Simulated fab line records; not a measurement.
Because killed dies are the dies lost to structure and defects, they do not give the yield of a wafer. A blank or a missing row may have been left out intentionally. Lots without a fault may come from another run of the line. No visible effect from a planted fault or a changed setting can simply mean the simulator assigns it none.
A lot that was struck, set against a sound lot || flow sky130 || 13 out of 708 route steps
Sound: the wafers L203.1, L203.4, L203.6. The struck wafers were L197.1, L197.4, L197.6. The cause is named last.
For every step that has rows: the tool of each side, followed by ch and its chambers, followed by its first start. Under that, the readings that differ: sound wafers || struck wafers || difference of the means || sigmas: that difference in standard deviations of wafers without a fault.
alike: words and numbers the same on both sides, and readings whose means are apart by under 2 such deviations; not compared: readings that were withheld, readings missing a value for some wafer, numbers with overlapping values and no deviation given by the record, and bounds like >300 which may hide the same value.
The two part at a step that has a row with sigmas, a row that says differs or no value, or rows on one side only. When numbers do not overlap yet have no deviation, they are printed without sigmas and do not part them. A reading missing from all wafers of one side parts the sides only when that side holds two or more wafers.

SKY_NWELL_STRIP_25: strips in O2/N2.
  sound on plasma asher-02 ch 0,1, day 8 18:44; struck on plasma asher-02 ch 0,1, day 7 18:40
  alike: drypump motor current A, oes product au, strip time to endpoint s
  not compared: rf hours counter h
SKY_NWELL_TW_MEAS_26:
  sound: film metro-01 at day 8 18:50; struck: film metro-03 at day 7 18:46
  alike: NWELL_2_TW
then, 1 step without rows for these wafers: SKY_NWELL_CLEAN_27 (cleans in SC1/SC2, time 150 s).
SKY_NWELL_RTA_28: time 30 s.
  sound on rtp anneal-02 ch 0, day 8 18:56; struck on rtp anneal-02 ch 0, day 7 18:53
  alike: chamber o2 ppm, lamp power pct, ramp down c per s, wafer_temp_C_max
SKY_NWELL_RS_MEAS_29: the measuring method here is four-point-probe.
  sound: film metro-03 at day 8 19:02; struck: film metro-03 at day 7 18:59
  alike: NWELL_RS
SKY_NWELL_RS_MEAS_31: the measuring method here is four-point-probe.
  sound: film metro-03 at day 8 19:17; struck: film metro-03 at day 7 19:13
  alike: PWDE_RS
then, 5 steps without rows for these wafers: SKY_VT_ADJUST_HVTP_DEHYDRATE_00 (time 60 s); SKY_VT_ADJUST_HVTP_HMDS_01 (prime time 60 s); SKY_VT_ADJUST_HVTP_COAT_02 (resist thk 1140 nm); SKY_VT_ADJUST_HVTP_SOFTBAKE_03 (time 60 s); SKY_VT_ADJUST_HVTP_EXPOSE_04 (exposes mask HVTPM, target cd 380 nm).
SKY_VT_ADJUST_HVTP_PEB_05:
  sound on litho track-01 ch 0, day 9 16:07; struck on litho track-02, day 8 15:45
{"reading": "exhaust pa (Pa)", "sound": "45.2 45.3 46.1", "struck": "- - -", "difference": "no value on the struck wafers", "sigmas": ""}
  not compared: chill plate temp C
then, 1 step without rows for these wafers: SKY_VT_ADJUST_HVTP_DEVELOP_06 (develop time 60 s).

== WHERE THEY PART ==
At SKY_VT_ADJUST_HVTP_PEB_05 and nowhere else, as far as this record goes.

WHY: the cause the simulator had injected
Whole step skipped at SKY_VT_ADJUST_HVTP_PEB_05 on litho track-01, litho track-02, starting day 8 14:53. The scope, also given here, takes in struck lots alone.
